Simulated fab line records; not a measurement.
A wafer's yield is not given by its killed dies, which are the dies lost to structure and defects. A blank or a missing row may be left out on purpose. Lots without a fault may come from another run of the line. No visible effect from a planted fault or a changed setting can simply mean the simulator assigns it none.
Code-filled problem report in 8D (eight disciplines) form ; flow sky130 ; the parts of the form that need people (team, actions taken, sign-off) are left out

1. WHAT WENT WRONG
run_length_s at SKY_METAL4_ETCH_16 reads a mean of 104.7 s on 6 wafers of 2 lots; wafers without a fault read 116.6 s with a standard deviation of 0.46. That is -26 standard deviations from the usual mean.
The step: etches BARC in N2/H2, stops on SiO2, time 88.2 s, target depth 60 nm.
First observed at day 44 18:05: wafer L457.2, on rie_metal-03. Wafers with a number at this step in the record: 36, from 12 lots. The rule behind "out" and "out of limits": a value lying over 4 standard deviations away from the usual mean. Any other wafer with a number is counted as sound.

2. WHAT IT IS; WHAT IT IS NOT
question;is;is not
which readings at this step;run_length_s, oes_product_au;drypump_motor_current_A
which lots;L457, L458;L448, L449, L450, L456, L463, L465, L467, L468, L469, L471
which wafers of those lots;all that have a number;-
read on which tools;rie_metal-03;rie_metal-01, rie_metal-02
when;from day 44 18:05;"up to then (12 sound wafers); but 18 sound wafers of L463, L465, L467, L468, L469, L471 came after"

3. SUSPECTS, AND WHAT RULES EACH OUT
Counting: any tool at a process step up to the reading is kept as a suspect provided that every lot that is out went through it and no sound lot did after the first of them.
- rie_metal-03 at SKY_METAL4_ETCH_16 (etches BARC in N2/H2, stops on SiO2, time 88.2 s, target depth 60 nm): kept. It ran every lot that is out, first L457 (day 44 18:05), and no sound lot after that; its last sound lot up to then is L456 (day 44 07:20). On those wafers its own readings are out: oes_product_au, run_length_s.
The count leaves rie_metal-03 at SKY_METAL4_ETCH_16.

4. THE CAUSE (what the simulator had put in)
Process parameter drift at SKY_METAL4_ETCH_16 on rie_metal-03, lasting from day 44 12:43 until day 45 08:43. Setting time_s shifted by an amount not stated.
The count eliminated every tool but this one.

5. THE CHAIN OF EFFECTS, in route order
Rows list readings where the struck wafers' mean (over those with a number) sits beyond 3 standard deviations from the usual. Readings are gone through only where the record gives a usual standard deviation; hours: the median, over the lots, of the time from a lot's start at the first step in this table giving one to that lot's start at this step; sigmas: the change measured in usual standard deviations.
hours;step;reading;usual;on struck wafers;change;sigmas
0;SKY_METAL4_ETCH_16;oes_product_au;0.626 a.u.;0.697;+0.071;+16
0;SKY_METAL4_ETCH_16;run_length_s;116.6 s;104.7;-11.9;-26
It contains these process steps:
- SKY_METAL4_ETCH_16: etches BARC in N2/H2, stops on SiO2, time 88.2 s, target depth 60 nm.
Readings that are blank on the struck wafers while sound wafers have them: bias_w at SKY_METAL4_ETCH_16.
Later measuring or inspecting steps at which every struck wafer that the step has a row for has a number for every such reading, and none has moved that far: SKY_VIA4_THK_MEAS_01.

6. WHAT WOULD HAVE CAUGHT IT SOONER
5 hours passed between the start of the fault at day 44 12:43 and the first reading out of limits in this record, taken at day 44 18:05.
